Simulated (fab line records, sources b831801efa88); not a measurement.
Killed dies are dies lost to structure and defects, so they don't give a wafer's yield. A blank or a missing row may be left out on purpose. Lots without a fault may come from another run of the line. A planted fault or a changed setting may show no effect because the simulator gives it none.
One fault seen from 2 desks | flow gf180mcu | each desk has only its own numbers; what lay behind them comes last

THE METROLOGY DESK
What the gauges read, lot by lot, whatever tool the lot ran on: means of the sampled wafers that have a number. A lot is out of limits, marked OUT, if its mean lies more than 4 standard deviations from the usual mean; the brackets give that distance.
Columns: A = MVPSD_TW at GF_MVPSD_TW_MEAS_11, usual 552; B = MVSD_RS at GF_VT_IMPLANT_RS_MEAS_46, usual 456.5 ohm/sq; C = MVPSD_RS at GF_VT_IMPLANT_RS_MEAS_49, usual 1170.5 ohm/sq; D = DUAL_GATE_OVL at GF_DUAL_GATE_OVL_MEAS_11, usual -0.4 nm
lot  | first seen here | A             | B     | C                | D
L576 | day 5 07:52     | 553           | 456.9 | 1168.7           | 1.6
L577 | day 5 12:03     | 544           | 457.1 | 1175.0           | -0.3
L580 | day 6 06:23     | 552           | 457.1 | 1172.0           | 0.5
L582 | day 6 18:25     | 551           | 453.9 | 1167.8           | -2.3
L583 | day 6 23:52     | 557           | 457.6 | 1169.8           | 0.8
L585 | day 7 10:23     | 509 (-13) OUT | 456.6 | 1359.6 (+70) OUT | -1.3
L586 | day 7 21:52     | 510 (-13) OUT | 456.6 | 1360.2 (+70) OUT | 0.4
L590 | day 8 18:56     | 551           | 456.9 | 1173.3           | 0.7
L592 | day 9 10:18     | 556           | 456.0 | 1169.1           | -0.9
L595 | day 10 07:12    | 552           | 455.7 | 1171.4           | -1.6
L597 | day 10 15:30    | 553           | 456.2 | 1170.9           | -1.0
L598 | day 10 20:23    | 553           | 456.2 | 1168.2           | -1.1
This desk's finding: out of limits on L585, L586; first on L585, day 7 10:23 (MVPSD_TW at GF_MVPSD_TW_MEAS_11). In limits: L576, L577, L580, L582, L583, L590, L592, L595, L597, L598.

THE TOOL OWNER'S DESK: implanter-04
The tool's own readings at GF_MVPSD_IMPLANT_08: means of the sampled wafers that have a number, for each lot that ran on this tool. A lot is out of limits, marked OUT, if its mean lies more than 4 standard deviations from the usual mean; the brackets give that distance.
Columns: A = dose_ions_cm2 at GF_MVPSD_IMPLANT_08, usual 1.4998e+13; B = faraday_current_uA at GF_MVPSD_IMPLANT_08, usual 84.5
lot  | first seen here | A                            | B
L580 | day 6 06:01     | 1.4991e+13                   | 85.4
L585 | day 7 10:01     | 1.1073e+13 (-99 or more) OUT | 62.9 (-12) OUT
L586 | day 7 21:29     | 1.1073e+13 (-99 or more) OUT | 60.7 (-13) OUT
L595 | day 10 06:48    | 1.4988e+13                   | 84.6
L597 | day 10 15:06    | 1.4992e+13                   | 85.7
L598 | day 10 19:58    | 1.4984e+13                   | 84.3
This desk's finding: out of limits on L585, L586; first on L585, day 7 10:01 (dose_ions_cm2 at GF_MVPSD_IMPLANT_08). In limits: L580, L595, L597, L598.

PUT TOGETHER
The tool owner's desk could have raised an alarm at day 7 10:01, on L585, L586.
The metrology desk could have raised an alarm at day 7 10:23, on L585, L586.
Of the lots named, all ran GF_MVPSD_IMPLANT_08 on implanter-04.

WHAT THE SIMULATOR HAD PUT IN
Process parameter drift: implanter-04, from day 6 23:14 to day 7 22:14, at GF_MVPSD_IMPLANT_08. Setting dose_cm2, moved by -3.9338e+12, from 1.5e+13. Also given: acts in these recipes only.
Lots struck among those shown: L585, L586.
Hours from the fault's start to each desk's first reading out of limits: the tool owner's desk, 11; the metrology desk, 11.
